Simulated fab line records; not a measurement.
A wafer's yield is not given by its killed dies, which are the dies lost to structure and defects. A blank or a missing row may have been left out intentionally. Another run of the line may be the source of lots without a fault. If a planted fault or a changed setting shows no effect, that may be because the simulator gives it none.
Lot-split experiment | flow sfq-line | 27 wafers read from 5 lots, route of 325 steps

SPLIT DETAILS
At SFQ_TRILAYER_I3_DEP_PECVD_081 (deposits SiO2 from SiH4/N2O, time 111.11 s, target thk 500 nm), the setting time-s was moved away from the recipe's 111.11 s on 12 of the 27 wafers read, by -42.5% to +33.1%. All remaining wafers had this setting at the recipe value.

The split's own step is where the reading is taken.

THE READING
SiO2_of_TRILAYER_I3_DEP_PECVD_081.thk-nm (the simulator's own value, which no gauge read), in nm, at SFQ_TRILAYER_I3_DEP_PECVD_081 (deposits SiO2 from SiH4/N2O, time 111.11 s, target thk 500 nm). There is no usual value for it anywhere in the file. Across the 15 wafers here that went through the recipe, the average is 501.1 nm and the standard deviation 6.1 nm.

wafer  | tool, chamber at the split | time-s as run, s | against the recipe | SiO2_of_TRILAYER_I3_DEP_PECVD_081.thk-nm, nm | against lot-mates on the recipe
L077.1 | pecvd-02, 2                | 111.11           | recipe             | 497.9                                        | -
L077.2 | pecvd-02, 0                | 111.11           | recipe             | 497                                          | -
L077.3 | pecvd-02, 1                | 111.11           | recipe             | 494.3                                        | -
L078.1 | pecvd-04, 0                | 63.85            | -42.5%             | 282.9                                        | -216.1
L078.2 | pecvd-04, 2                | 111.11           | recipe             | 495.5                                        | -
L078.3 | pecvd-04, 1                | 63.85            | -42.5%             | 283.5                                        | -215.5
L078.4 | pecvd-04, 1                | 63.85            | -42.5%             | 290.4                                        | -208.6
L078.5 | pecvd-04, 2                | 111.11           | recipe             | 499.9                                        | -
L078.6 | pecvd-04, 0                | 111.11           | recipe             | 501.6                                        | -
L079.1 | pecvd-02, 2                | 130.6            | +17.5%             | 594.4                                        | +89.2
L079.2 | pecvd-02, 0                | 111.11           | recipe             | 503.5                                        | -
L079.3 | pecvd-02, 1                | 111.11           | recipe             | 501.3                                        | -
L079.4 | pecvd-02, 0                | 130.6            | +17.5%             | 601.8                                        | +96.6
L079.5 | pecvd-02, 1                | 130.6            | +17.5%             | 602                                          | +96.8
L079.6 | pecvd-02, 2                | 111.11           | recipe             | 510.8                                        | -
L081.1 | pecvd-02, 1                | 111.11           | recipe             | 496.6                                        | -
L081.2 | pecvd-02, 0                | 147.9            | +33.1%             | 665.2                                        | +158.9
L081.3 | pecvd-02, 2                | 147.9            | +33.1%             | 666.5                                        | +160.2
L081.4 | pecvd-02, 0                | 111.11           | recipe             | 517.1                                        | -
L081.5 | pecvd-02, 2                | 147.9            | +33.1%             | 673.3                                        | +167.0
L081.6 | pecvd-02, 1                | 111.11           | recipe             | 505.2                                        | -
L082.1 | pecvd-04, 2                | 141.2            | +27.1%             | 632.5                                        | +133.8
L082.2 | pecvd-04, 0                | 111.11           | recipe             | 494.4                                        | -
L082.3 | pecvd-04, 1                | 111.11           | recipe             | 499.3                                        | -
L082.4 | pecvd-04, 0                | 141.2            | +27.1%             | 635.9                                        | +137.2
L082.5 | pecvd-04, 2                | 111.11           | recipe             | 502.5                                        | -
L082.6 | pecvd-04, 1                | 141.2            | +27.1%             | 640.5                                        | +141.8

FIT RESULTS
A straight line over all 27 wafers: SiO2_of_TRILAYER_I3_DEP_PECVD_081.thk-nm changes by +5.08 nm for each +1% of time-s; r = +1.00; the points scatter about the line by 6.2 nm.
The same after taking each lot's own level away (the mean of its wafers on the recipe; 27 wafers): +5.02 nm for each +1%; r = +1.00; scatter 5 nm.
Per that fit: largest time-s move, reading shift of 2.1e+02 nm.
From 496.40 to 506.30 nm: that is the span of the lots' own levels, equal to 1.6 times the standard deviation above.
Hence the lot-to-lot level has little effect on the slope; both slopes agree.
Check: -212 nm against its lot-mates is what the line predicts for one of the wafers moved furthest among these (-42.5%) when that wafer is left out of the fit. It came out at -216 nm against them.

OTHER SPLITS ON THESE WAFERS
These wafers also went through other splits before the reading. Each is held against what the fit with the lots' levels taken away leaves over:
other split on the same wafers                  | wafers away from the commonest value | r with SiO2_of_TRILAYER_I3_DEP_PECVD_081.thk-nm (lot level and that fit taken away)
SFQ_TRILAYER_INCOMING_OXIDATION_002 ox-time-s   | 6                                    | -0.29
SFQ_TRILAYER_M1_DEP_SPUTTER_037 time-s          | 9                                    | -0.11
SFQ_TRILAYER_M1_BARC_OPEN_METAL_ETCH_054 time-s | 12                                   | -0.21

THE WHOLE CHAIN: every reading that the file lists as answering this split, in the file's order
step                          | what it does                                                  | reading                                                                                   | change (the file's fit)              | r (the file's)
SFQ_TRILAYER_I3_DEP_PECVD_081 | deposits SiO2 from SiH4/N2O, time 111.11 s, target thk 500 nm | SiO2_of_TRILAYER_I3_DEP_PECVD_081.thk-nm (the simulator's own value, which no gauge read) | +5.02 nm for each +1% of the setting | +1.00
SFQ_TRILAYER_I3_CMP_CMP_082   | polishes SiO2                                                 | time-to-endpoint-s                                                                        | withheld for each +1% of the setting | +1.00

FILE'S OWN FIT
SiO2_of_TRILAYER_I3_DEP_PECVD_081.thk-nm changes by +5.02 nm for each +1% of time-s, r = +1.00.
